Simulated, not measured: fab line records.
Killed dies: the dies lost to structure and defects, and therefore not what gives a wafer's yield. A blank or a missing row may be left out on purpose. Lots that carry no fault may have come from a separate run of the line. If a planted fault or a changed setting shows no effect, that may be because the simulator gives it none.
fab line records	flow sky130
record lots=12	wafers=36	last-day=48
route steps=708 shown GATE_OXIDE@198 RES_PROTECT@215 POLY_GATE@229 PAD_OPEN@708
lots that met no fault: taken from a fault-free run of the same line
start-h: the number of hours between the record's first day and the start of the first shown wafer of the lot	wait-h: hours from the lot's prior step to this one	" unchanged from the row above	L1.1+2: one row covering several wafers at once	- no value, or no start given	* or withheld: withheld	< > ~ a bound
route shown NAME@n: names a module that has steps shown in the file, with the first one's number in the route	usual: average and standard deviation across the fault-free wafers	same: alike in all rows	chamber/n: place in a boat	sites: readings site by site	_std_site: standard deviation of those values	_edge_site: outer sites' mean less inner sites'	radius-mm: how far each site lies from the wafer's centre	mask NAME#n: copy n	behind: tool/chamber where the wafer was last shaped	hold: cause of the lot's hold/its duration in hours/its outcome	device: the transistor (n, p or np) that didn't switch	end of line: the tests these same wafers got at the end of their route	where a step has no rows: the recipe by itself	killed: at the first sort, the dies lost to defects and structure; wafer yield is something else	map: a wafer's dies, marking killed ones x, the rest . and places with no die _
set.NAME: the setting that was run; set.NAME@STEP: the one run at that earlier step	model.NAME: the simulator's own value behind a step, which no gauge read
a sample of lots followed through the steps of the route, with each step as a table and each wafer as a row
services: the hour from which a tool's chamber was out of use, counted from the record's first day as start-h (under 0 if before that day), plus the number of hours and why
## steps
# step SKY_GATE_OXIDE_IMPLANT_11
# recipe species=B	energy-kev=10	dose-cm2=2.6e+12	tilt-deg=withheld
# usual beam-on-s=10.00/0.19	dose-ions-cm2=2.5997e+12/2.6e+09	faraday-current-uA=14.67/0.28
lot.wafer	tool	chamber	start-h	wait-h	beam-on-s	dose-ions-cm2	faraday-current-uA
L879.1	implanter-02	0	307.98	0.0	9.98	2.603e+12	14.73
L879.3	"	0	"	"	10.04	2.6017e+12	14.60
L879.4	"	0	"	"	10.23	2.6031e+12	14.30
L880.1	implanter-03	0	310.33	0.0	10.08	2.6052e+12	14.56
L880.4	"	0	"	"	9.71	2.6006e+12	15.01
L880.6	"	0	"	"	9.89	2.5965e+12	14.79
L883.2	implanter-02	0	330.66	0.0	10.19	2.6011e+12	14.38
L883.3	"	0	"	"	9.86	2.6054e+12	14.75
L883.4	"	0	"	"	9.83	2.6008e+12	14.88
L885.2	implanter-04	0	361.56	0.0	10.05	2.5965e+12	14.69
L885.4	"	0	"	"	10.22	2.602e+12	14.40
L885.5	"	0	"	"	10.34	2.598e+12	14.18
L886.1	implanter-02	0	374.58	0.0	9.90	2.5992e+12	14.76
L886.3	"	0	"	"	9.99	2.6e+12	14.71
L886.6	"	0	"	"	9.87	2.5999e+12	14.93
L887.1	implanter-04	0	378.73	0.0	9.73	2.6022e+12	15.06
L887.4	"	0	"	"	9.83	2.6024e+12	14.79
L887.5	"	0	"	"	9.91	2.601e+12	14.73
L889.1	implanter-03	0	392.03	0.0	9.79	2.6042e+12	15.01
L889.4	"	0	"	"	10.14	2.6026e+12	14.42
L889.5	"	0	"	"	10.08	2.5995e+12	14.53
L890.1	implanter-03	0	400.95	0.0	10.13	2.5932e+12	14.50
L890.4	"	0	"	"	10.03	2.594e+12	14.59
L890.6	"	0	"	"	10.21	2.6006e+12	14.38
L891.1	implanter-04	0	411.25	0.0	9.77	2.5984e+12	14.93
L891.4	"	0	"	"	10.26	2.5987e+12	14.33
L891.5	"	0	"	"	9.93	2.5955e+12	14.77
L892.2	implanter-03	0	422.21	0.0	10.18	2.6e+12	14.39
L892.4	"	0	"	"	10.25	2.6009e+12	14.29
L892.6	"	0	"	"	9.83	2.5968e+12	14.89
L898.1	implanter-04	0	476.95	0.0	10.08	8.9086e+12	49.98
L898.4	"	0	"	"	9.88	8.9081e+12	50.86
L898.5	"	0	"	"	9.96	8.9108e+12	50.57
L901.1	implanter-04	0	491.63	0.0	9.80	8.9042e+12	51.21
L901.2	"	0	"	"	10.36	8.9032e+12	48.48
L901.4	"	0	"	"	10.25	8.9026e+12	48.91
# step SKY_GATE_OXIDE_TW_MEAS_14
# usual GATE_OXIDE_TW=226.1/1.3
lot.wafer	tool	chamber	start-h	wait-h	hold	GATE_OXIDE_TW
L879.1	film-metro-03	-	308.34	0.1	-	227.9
L879.3	"	-	"	"	-	227.3
L879.4	"	-	"	"	-	227.4
L880.1	film-metro-03	-	310.70	0.1	-	227.2
L880.4	"	-	"	"	-	227.8
L880.6	"	-	"	"	-	227.3
L883.2	film-metro-04	-	331.00	0.1	-	227.3
L883.3	"	-	"	"	-	226.2
L883.4	"	-	"	"	-	225.9
L885.2	film-metro-03	-	361.89	0.1	-	226.7
L885.4	"	-	"	"	-	226.7
L885.5	"	-	"	"	-	227.7
L886.1	film-metro-02	-	374.95	0.1	-	226.0
L886.3	"	-	"	"	-	226.7
L886.6	"	-	"	"	-	226.0
L887.1	film-metro-04	-	379.10	0.1	-	225.9
L887.4	"	-	"	"	-	225.6
L887.5	"	-	"	"	-	224.9
L889.1	film-metro-04	-	392.40	0.1	-	224.1
L889.4	"	-	"	"	-	223.7
L889.5	"	-	"	"	-	223.0
L890.1	film-metro-04	-	401.31	0.1	-	224.3
L890.4	"	-	"	"	-	225.2
L890.6	"	-	"	"	-	224.6
L891.1	film-metro-03	-	411.61	0.1	-	227.5
L891.4	"	-	"	"	-	226.3
L891.5	"	-	"	"	-	227.4
L892.2	film-metro-02	-	422.55	0.1	-	224.0
L892.4	"	-	"	"	-	225.9
L892.6	"	-	"	"	-	225.4
L898.1	film-metro-04	-	477.31	0.1	await-dispo/0.2h/release	323.8
L898.4	"	-	"	"	await-dispo/0.2h/release	322.7
L898.5	"	-	"	"	await-dispo/0.2h/release	323.2
L898.1	film-metro-04	-	477.54	0.2	-	322.5
L898.4	"	-	"	"	-	322.9
L898.5	"	-	"	"	-	320.5
L901.1	film-metro-02	-	491.98	0.1	await-dispo/0.2h/release	325.8
L901.2	"	-	"	"	await-dispo/0.2h/release	326.8
L901.4	"	-	"	"	await-dispo/0.2h/release	324.6
L901.1	film-metro-02	-	492.21	0.2	-	325.9
L901.2	"	-	"	"	-	326.5
L901.4	"	-	"	"	-	325.5
# step SKY_RES_PROTECT_TW_MEAS_08
# usual POLY_GATE_TW=4043/25
lot.wafer	tool	chamber	start-h	wait-h	POLY_GATE_TW
L879.1	film-metro-04	-	339.60	0.1	4021
L879.3	"	-	"	"	4022
L879.4	"	-	"	"	4014
L880.1	film-metro-04	-	343.70	0.1	4022
L880.4	"	-	"	"	4026
L880.6	"	-	"	"	4037
L883.2	film-metro-04	-	364.46	0.1	4076
L883.3	"	-	"	"	4058
L883.4	"	-	"	"	4047
L885.2	film-metro-01	-	392.96	0.1	4045
L885.4	"	-	"	"	4052
L885.5	"	-	"	"	4048
L886.1	film-metro-04	-	406.51	0.1	4033
L886.3	"	-	"	"	4025
L886.6	"	-	"	"	4025
L887.1	film-metro-01	-	410.60	0.1	4044
L887.4	"	-	"	"	4053
L887.5	"	-	"	"	4035
L889.1	film-metro-03	-	426.60	0.1	4101
L889.4	"	-	"	"	4108
L889.5	"	-	"	"	4074
L890.1	film-metro-01	-	434.05	0.1	4048
L890.4	"	-	"	"	4036
L890.6	"	-	"	"	4073
L891.1	film-metro-01	-	444.86	0.1	4048
L891.4	"	-	"	"	4050
L891.5	"	-	"	"	4045
L892.2	film-metro-04	-	457.11	0.1	4067
L892.4	"	-	"	"	4065
L892.6	"	-	"	"	4079
# step SKY_POLY_GATE_ETCH_15
# recipe chemistry=N2/H2	target=BARC	ion-energy-ev=200	source-w=500	bias-w=100	pressure-mtorr=30	n2-flow-sccm=100	h2-flow-sccm=200	stop-on=SiO2	time-s=118.5	target-depth-a=1100
# usual drypump-motor-current-A=5.8/0.39	oes-product-au=0.716/0.0048	throttle-valve-pct=13.213/0.0083
lot.wafer	tool	chamber	start-h	wait-h	drypump-motor-current-A	oes-product-au	rf-hours-counter-h	throttle-valve-pct
L879.1	rie-diel-02	0	369.00	0.0	6.0	0.719	40	13.197
L879.3	"	1	"	"	5.4	0.715	3	13.215
L879.4	"	1	"	"	5.4	0.721	-	13.221
L880.1	rie-diel-04	1	373.30	0.0	5.4	0.708	0	13.211
L880.4	"	2	"	"	5.9	0.714	8	13.215
L880.6	"	1	"	"	5.4	0.711	-	13.220
L883.2	rie-diel-02	1	395.60	0.0	5.4	0.713	4	13.199
L883.3	"	0	"	"	6.0	0.715	41	13.203
L883.4	"	2	"	"	5.2	0.723	107	13.221
L885.2	rie-diel-04	0	427.70	0.0	6.4	0.713	75	13.223
L885.4	"	1	"	"	5.4	0.709	1	13.196
L885.5	"	3	"	"	5.6	0.725	-	13.215
L886.1	rie-diel-04	1	437.90	0.0	5.4	0.710	1	13.220
L886.3	"	2	"	"	5.9	0.714	9	13.204
L886.6	"	0	"	"	6.3	0.716	-	13.213
L887.1	rie-diel-02	3	442.90	0.0	5.7	0.717	2	13.213
L887.4	"	3	"	"	5.7	0.716	-	13.207
L887.5	"	0	"	"	6.0	0.724	-	13.222
L889.1	rie-diel-04	2	458.95	0.0	5.9	0.711	10	13.220
L889.4	"	1	"	"	5.4	0.712	2	13.209
L889.5	"	0	"	"	6.3	0.714	-	13.202
L890.1	rie-diel-03	1	468.15	0.0	5.5	0.715	16	13.224
L890.4	"	0	"	"	5.9	0.713	65	13.207
L890.6	"	2	"	"	6.3	0.715	-	13.214
L891.1	rie-diel-03	0	476.00	0.0	5.9	0.722	65	13.219
L891.4	"	2	"	"	6.3	0.711	9	13.237
L891.5	"	1	"	"	5.5	0.722	-	13.209
L892.2	rie-diel-02	0	492.00	0.0	6.0	0.718	43	13.207
L892.4	"	2	"	"	5.2	0.717	-	13.208
L892.6	"	3	"	"	5.6	0.713	-	13.203
# step SKY_POLY_GATE_THK_MEAS_21
# recipe reads=SiO2_of_POLY_GATE_OXIDATION_20
# usual POLY_GATE_OXIDATION_THK=4.03/0.078
lot.wafer	tool	chamber	start-h	wait-h	POLY_GATE_OXIDATION_THK[nm]
L879.1	film-metro-02	-	370.64	0.0	4.04
L879.3	"	-	"	"	4.08
L879.4	"	-	"	"	4.08
L880.1	film-metro-04	-	375.10	0.0	4.05
L880.4	"	-	"	"	4.08
L880.6	"	-	"	"	4.00
L883.2	film-metro-02	-	398.48	0.0	4.05
L883.3	"	-	"	"	3.96
L883.4	"	-	"	"	4.11
L885.2	film-metro-01	-	429.36	0.0	4.02
L885.4	"	-	"	"	4.05
L885.5	"	-	"	"	4.02
L886.1	film-metro-04	-	439.54	0.0	4.06
L886.3	"	-	"	"	4.05
L886.6	"	-	"	"	4.08
L887.1	film-metro-01	-	448.14	0.0	4.04
L887.4	"	-	"	"	3.96
L887.5	"	-	"	"	4.05
L889.1	film-metro-04	-	462.34	0.0	3.98
L889.4	"	-	"	"	4.09
L889.5	"	-	"	"	4.05
L890.1	film-metro-01	-	472.75	0.0	4.01
L890.4	"	-	"	"	4.00
L890.6	"	-	"	"	3.97
L891.1	film-metro-04	-	478.84	0.0	4.05
L891.4	"	-	"	"	4.04
L891.5	"	-	"	"	4.04
L892.2	film-metro-04	-	495.33	0.0	3.99
L892.4	"	-	"	"	4.05
L892.6	"	-	"	"	4.07
# step SKY_PAD_OPEN_PROBE_99
# usual defect-limited-yield=82.4/1.9	killed_at_M0_to_M3=44/7.2	killed_at_M4_up=3.1/1.8	killed-at-contacts=25/5.2	killed-at-front-end=15/3.9	killed-at-other=0.2/0.5	killed-dies=86/9.5	killed-open=47/7.3	killed-short=40/6	sort_bin_3_pad_short=0.8/0.44	sort_bin_5_function=10.4/1.5	sort_bin_6_memory=6.3/1.1	sort-n-pass=406/9.5	sort-yield-pct=82.4/1.9
# same gross-dies=492	killed-at-back-side=0	sort_bin_4_leakage[%]=0	sort_bin_8_speed[%]=0
lot.wafer	tool	chamber	start-h	wait-h	defect-limited-yield[%]	killed_at_M0_to_M3	killed_at_M4_up	killed-at-contacts	killed-at-front-end	killed-at-other	killed-dies	killed-open	killed-short	sort_bin_3_pad_short[%]	sort_bin_5_function[%]	sort_bin_6_memory[%]	sort-n-pass	sort-yield-pct[%]
L885.2	prober-02	-	1118.82	0.1	81.5	43	3	30	14	1	91	58	33	0.6	11.8	6.1	401	81.5
L885.4	prober-02	-	1118.92	0.2	79.3	59	6	20	17	0	102	54	48	1.0	11.4	8.3	390	79.3
L885.5	prober-02	-	1118.97	0.2	82.1	47	4	25	11	1	88	50	38	0.4	11.2	6.3	404	82.1
L889.1	prober-01	-	1134.82	0.1	82.7	43	2	23	16	1	85	50	35	0.8	10.6	5.9	407	82.7
L889.4	prober-01	-	1134.97	0.2	83.3	41	4	34	3	0	82	40	42	1.4	8.9	6.3	410	83.3
L889.5	prober-01	-	1135.02	0.2	84.8	43	4	17	11	0	75	37	38	0.6	9.3	5.3	417	84.8
L892.2	prober-02	-	1157.52	0.1	83.1	35	3	30	14	1	83	41	41	0.8	8.5	7.5	409	83.1
L892.4	prober-02	-	1157.62	0.2	82.9	38	3	26	17	0	84	45	39	0.2	10.0	6.9	408	82.9
L892.6	prober-02	-	1157.72	0.2	82.3	42	5	23	17	0	87	47	40	1.4	10.0	6.3	405	82.3
# killed by level:class
L885.2 CONTACT:geometric-particle:open=13 VIA1:geometric-particle:open=10 VIA2:geometric-particle:open=9 LI_CONTACT:geometric-particle:open=8 METAL1:geometric-particle:short=6 CONTACT:geometric-particle:short=5 VIA3:geometric-particle:open=5 VIA1:geometric-particle:short=4
L885.4 VIA1:geometric-particle:open=15 VIA2:geometric-particle:open=11 METAL2:geometric-particle:short=7 FIELD_ISO:geometric-particle:open=6 CONTACT:geometric-particle:short=6 VIA1:geometric-particle:short=6 CONTACT:geometric-particle:open=5 VIA3:geometric-particle:short=5
L885.5 VIA1:geometric-particle:open=10 CONTACT:geometric-particle:open=9 VIA3:geometric-particle:open=8 CONTACT:geometric-particle:short=7 VIA1:geometric-particle:short=6 METAL2:geometric-particle:short=6 VIA2:geometric-particle:open=6 LI_CONTACT:geometric-particle:open=5
L889.1 VIA1:geometric-particle:open=8 LI_CONTACT:geometric-particle:open=7 CONTACT:geometric-particle:open=7 VIA3:geometric-particle:open=6 VIA2:geometric-particle:open=6 FIELD_ISO:geometric-particle:open=5 METAL2:geometric-particle:short=5 FIELD_ISO:geometric-particle:short=4
L889.4 LI_CONTACT:geometric-particle:open=13 VIA3:geometric-particle:short=7 VIA1:geometric-particle:open=7 VIA2:geometric-particle:short=6 VIA2:geometric-particle:open=6 LOCAL_INTERCONNECT:geometric-particle:short=6 CONTACT:geometric-particle:short=6 CONTACT:geometric-particle:open=6
L889.5 VIA1:geometric-particle:open=14 VIA2:geometric-particle:open=7 METAL2:geometric-particle:short=7 CONTACT:geometric-particle:short=6 METAL1:geometric-particle:short=6 LI_CONTACT:geometric-particle:short=4 CONTACT:geometric-particle:open=3 VIA3:geometric-particle:open=3
L892.2 LI_CONTACT:geometric-particle:open=9 CONTACT:geometric-particle:open=8 VIA1:geometric-particle:open=7 FIELD_ISO:geometric-particle:short=6 CONTACT:geometric-particle:short=6 VIA3:geometric-particle:open=6 VIA2:geometric-particle:short=5 FIELD_ISO:geometric-particle:open=4
L892.4 CONTACT:geometric-particle:open=10 LI_CONTACT:geometric-particle:open=7 METAL1:geometric-particle:short=6 VIA1:geometric-particle:open=6 FIELD_ISO:geometric-particle:short=5 CONTACT:geometric-particle:short=5 VIA3:geometric-particle:open=5 VIA1:geometric-particle:short=5
L892.6 LI_CONTACT:geometric-particle:open=9 VIA1:geometric-particle:open=9 METAL2:geometric-particle:short=9 FIELD_ISO:geometric-particle:short=6 VIA3:geometric-particle:open=6 FIELD_ISO:geometric-particle:open=5 CONTACT:geometric-particle:short=5 CONTACT:geometric-particle:open=5
## services
tool	chamber	start-h	hours	kind
rie-diel-04	-	288.54	0.6	repair
rie-diel-02	3	348.63	7.2	repair
rie-diel-04	1	350.82	-	clean
rie-diel-04	1	350.82	20.7	scheduled-down
rie-diel-04	1	350.82	20.7	vent-cycle
rie-diel-04	3	352.41	8.9	repair
rie-diel-02	3	355.80	-	clean
implanter-02	-	366.97	2.1	repair
rie-diel-04	2	376.93	2.5	repair
rie-diel-04	-	377.84	1.1	repair
rie-diel-03	1	397.13	6.2	repair
rie-diel-03	2	399.75	3.9	repair
implanter-04	-	408.24	2.8	pm
implanter-02	-	408.90	2.9	repair
implanter-04	-	413.03	6.6	repair
rie-diel-04	3	417.80	5.5	repair
implanter-02	-	426.50	3.9	pm
implanter-03	-	455.09	2.9	repair
rie-diel-03	-	459.08	0.3	repair
implanter-04	-	479.66	1.4	repair
rie-diel-03	2	482.64	6.0	repair
rie-diel-02	1	490.22	5.9	repair
rie-diel-03	3	490.23	4.3	repair
implanter-03	-	490.46	2.8	repair
## key
first-sign step=SKY_GATE_OXIDE_IMPLANT_11	reading=dose-ions-cm2	direction=up	sigmas=99+	usual=*	struck=*
effect step=SKY_GATE_OXIDE_IMPLANT_11	reading=faraday-current-uA	direction=up	sigmas=99+	usual=14.67	struck=50.00
effect step=SKY_GATE_OXIDE_TW_MEAS_14	reading=visit	direction=added
effect step=SKY_GATE_OXIDE_TW_MEAS_14	reading=GATE_OXIDE_TW	direction=up	sigmas=75	usual=226.1	struck=324.5
met-at SKY_GATE_OXIDE_IMPLANT_11
struck-lots L898,L901
scrapped-behind SKY_GATE_OXIDE_TW_MEAS_14 L898.1,L898.4,L898.5,L901.1,L901.2,L901.4
not-acting-at SKY_RES_PROTECT_TW_MEAS_08,SKY_POLY_GATE_ETCH_15,SKY_POLY_GATE_THK_MEAS_21
onset-between 411.25 476.95
fault kind=process-parameter-drift	tool=implanter-04	chamber=-	onset-h=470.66	steps=SKY_GATE_OXIDE_IMPLANT_11	channel=dose-cm2	offset=*	shape=step	end-h=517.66	acts-in=*	stated=*
